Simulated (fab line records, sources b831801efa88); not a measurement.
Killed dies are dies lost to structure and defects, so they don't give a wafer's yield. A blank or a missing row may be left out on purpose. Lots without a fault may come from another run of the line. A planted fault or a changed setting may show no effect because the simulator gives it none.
Problem report in the 8D (eight disciplines) form, filled by code | flow sky130 | the parts of the form that need people (team, actions taken, sign-off) are left out

1. THE PROBLEM
PWDE_RS at SKY_NWELL_RS_MEAS_31 reads a mean of 5583 ohm/sq on 3 wafers of 2 lots; wafers without a fault read 5274 ohm/sq with a standard deviation of 16. That is +19 standard deviations from the usual mean.
The step: measures by four-point-probe.
First seen on wafer L247.2, day 7 12:34, on film_metro-02. The record holds 34 wafers of 12 lots with a number at this step. Rule for "out", or "out of limits": more than 4 standard deviations from the usual mean. The other wafers with a number count as sound.

2. WHAT IT IS AND WHAT IT IS NOT
question                    | is                     | is not
which readings at this step | PWDE_RS                | -
which lots                  | L247, L249             | L239, L240, L241, L245, L254, L255, L259, L260, L261, L262
which wafers of those lots  | L247.2, L247.6, L249.2 | L249.5
read on which gauges        | film_metro-02          | film_metro-01, film_metro-03
when                        | from day 7 12:34       | up to then (12 sound wafers); but 19 sound wafers of L249, L254, L255, L259, L260, L261, L262 came after

3. SUSPECTS, AND WHAT RULES EACH OUT
Counting: a tool at a process step up to the reading stays a suspect if it ran every lot that is out. Sound lots after the first of them don't rule it out here, since some wafers of a struck lot are sound.
- the gauge at SKY_NWELL_RS_MEAS_31: kept. All the wafers that are out were read on film_metro-02, and no step on other tools shows them out.
- implanter-04 at SKY_PWDE_IMPLANT_08: kept. It ran every lot that is out, first L247 (day 5 20:29); its last sound lot up to then is L245 (day 5 11:57).
Left after counting: implanter-04 at SKY_PWDE_IMPLANT_08, film_metro-02 at SKY_NWELL_RS_MEAS_31.

4. THE CAUSE (what the simulator had put in)
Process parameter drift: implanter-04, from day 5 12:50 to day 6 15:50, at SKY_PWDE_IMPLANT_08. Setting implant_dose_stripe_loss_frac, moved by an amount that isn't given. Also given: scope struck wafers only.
Counting left 2 suspects, and this tool is among them.

5. THE CHAIN OF EFFECTS, in route order
Each row: a reading whose mean over the struck wafers that have a number lies more than 3 standard deviations from the usual. Only readings for which the record gives a usual standard deviation are gone through. hours: the time from each lot's start at the first step in this table that gives one to its start at this step, as a median over the lots. sigmas: the change in usual standard deviations.
hours | step                 | reading | usual       | on struck wafers | change | sigmas
0     | SKY_PWDE_TW_MEAS_10  | PWDE_TW | 375.2       | 368.8            | -6.4   | -3.0
41    | SKY_NWELL_RS_MEAS_31 | PWDE_RS | 5274 ohm/sq | 5583             | +309   | +19
Later measuring or inspecting steps at which every struck wafer that the step has a row for has a number for every such reading, and none has moved that far: SKY_LDD_LDN_OVL_MEAS_07.

6. WHAT WOULD HAVE CAUGHT IT SOONER
In this record the first reading out of limits at a measuring or inspecting step was taken at day 7 12:34, 48 hours after the fault began at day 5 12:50.
All the lots that are out (2) had begun SKY_PWDE_IMPLANT_08 on implanter-04 by day 7 12:34. A hold on the tool at that time would have spared none of them.
